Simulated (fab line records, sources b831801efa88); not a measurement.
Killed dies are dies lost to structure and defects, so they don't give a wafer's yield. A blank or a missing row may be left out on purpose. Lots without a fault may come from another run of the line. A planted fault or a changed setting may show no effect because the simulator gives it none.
Split-lot experiment | flow sky130 | 5 lots, 23 wafers read, on a route of 708 steps

THE SPLIT
At SKY_LDD_N_IMPLANT_10, the setting energy_kev was moved away from the recipe's 20 on 8 of the 23 wafers read, by -3.6% to +4.5%. The other wafers ran this setting at the recipe's value.

The reading is taken at the split's own step.

THE READING
implant.drp_nm (the simulator's own value, which no gauge read), in nm, at SKY_LDD_N_IMPLANT_10. The file gives no usual value for it.

wafer  | tool, chamber at the split | energy_kev as run | against the recipe | implant.drp_nm, nm | against lot-mates on the recipe
L076.1 | implanter-03, 0            | 20                | recipe             | 7.212              | -
L076.2 | implanter-03, 0            | 20                | recipe             | 7.212              | -
L076.3 | implanter-03, 0            | 20                | recipe             | 7.212              | -
L076.5 | implanter-03, 0            | 20                | recipe             | 7.212              | -
L076.6 | implanter-03, 0            | 20                | recipe             | 7.212              | -
L080.1 | implanter-01, 0            | 20.67             | +3.4%              | 7.378              | +0.166
L080.4 | implanter-01, 0            | 20.67             | +3.4%              | 7.378              | +0.166
L080.3 | implanter-01, 0            | 20                | recipe             | 7.212              | -
L080.5 | implanter-01, 0            | 20                | recipe             | 7.212              | -
L080.6 | implanter-01, 0            | 20                | recipe             | 7.212              | -
L082.1 | implanter-01, 0            | 20.9              | +4.5%              | 7.436              | +0.224
L082.2 | implanter-01, 0            | 20.9              | +4.5%              | 7.436              | +0.224
L082.3 | implanter-01, 0            | 20.9              | +4.5%              | 7.436              | +0.224
L082.5 | implanter-01, 0            | 20                | recipe             | 7.212              | -
L082.6 | implanter-01, 0            | 20                | recipe             | 7.212              | -
L083.4 | implanter-01, 0            | 20                | recipe             | 7.212              | -
L083.5 | implanter-01, 0            | 20                | recipe             | 7.212              | -
L083.6 | implanter-01, 0            | 20                | recipe             | 7.212              | -
L085.2 | implanter-03, 0            | 19.27             | -3.6%              | 7.029              | -0.183
L085.3 | implanter-03, 0            | 19.27             | -3.6%              | 7.029              | -0.183
L085.4 | implanter-03, 0            | 19.27             | -3.6%              | 7.029              | -0.183
L085.5 | implanter-03, 0            | 20                | recipe             | 7.212              | -
L085.6 | implanter-03, 0            | 20                | recipe             | 7.212              | -

THE FIT
A straight line over all 23 wafers: implant.drp_nm changes by +0.0499 nm for each +1% of energy_kev; r = +1.00; the points scatter about the line by 0.00043 nm.
The same after taking each lot's own level away (the mean of its wafers on the recipe; 23 wafers): +0.0499 nm for each +1%; r = +1.00; scatter 0.00043 nm.
On that fit, the largest move of energy_kev shifts the reading by 0.22 nm.
The lots' own levels span 7.2120 to 7.2120 nm.
So the lot-to-lot level changes the slope little: the two slopes agree.
Check: with one of the wafers moved furthest among these (+4.5%) left out of the fit, the line predicts +0.224 nm for it against its lot-mates. It came out at +0.224 nm against them.

OTHER SPLITS ON THESE WAFERS
These wafers also went through other splits before the reading. Each is held against what the fit with the lots' levels taken away leaves over:
other split on the same wafers                | wafers away from the commonest value | r with implant.drp_nm (lot level and that fit taken away)
SKY_VT_ADJUST_NCORE_DEVELOP_06 develop_time_s | 9                                    | +0.34
SKY_VT_ADJUST_HVTR_COAT_02 resist_thk_nm      | 8                                    | +0.04
SKY_VT_ADJUST_HVTR_STRIP_10 power_w           | 4                                    | +0.22
SKY_VT_ADJUST_PCH_IMPLANT_08 energy_kev       | 10                                   | +0.44
SKY_SONOS_TUNNEL_COAT_02 resist_thk_nm        | 11                                   | +0.12
SKY_SONOS_TUNNEL_IMPLANT_09 energy_kev        | 6                                    | +0.28
SKY_SONOS_ONO_CVD_04 pressure_mtorr           | 18                                   | -0.13
SKY_GATE_OXIDE_IMPLANT_11 dose_cm2            | 8                                    | +0.39
SKY_POLY_GATE_IMPLANT_02 dose_cm2             | 8                                    | +0.20
SKY_LDD_N_COAT_02 resist_thk_nm               | 8                                    | -0.36

THE FILE'S OWN FIT
implant.drp_nm changes by +0.0499 nm for each +1% of energy_kev, r = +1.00.
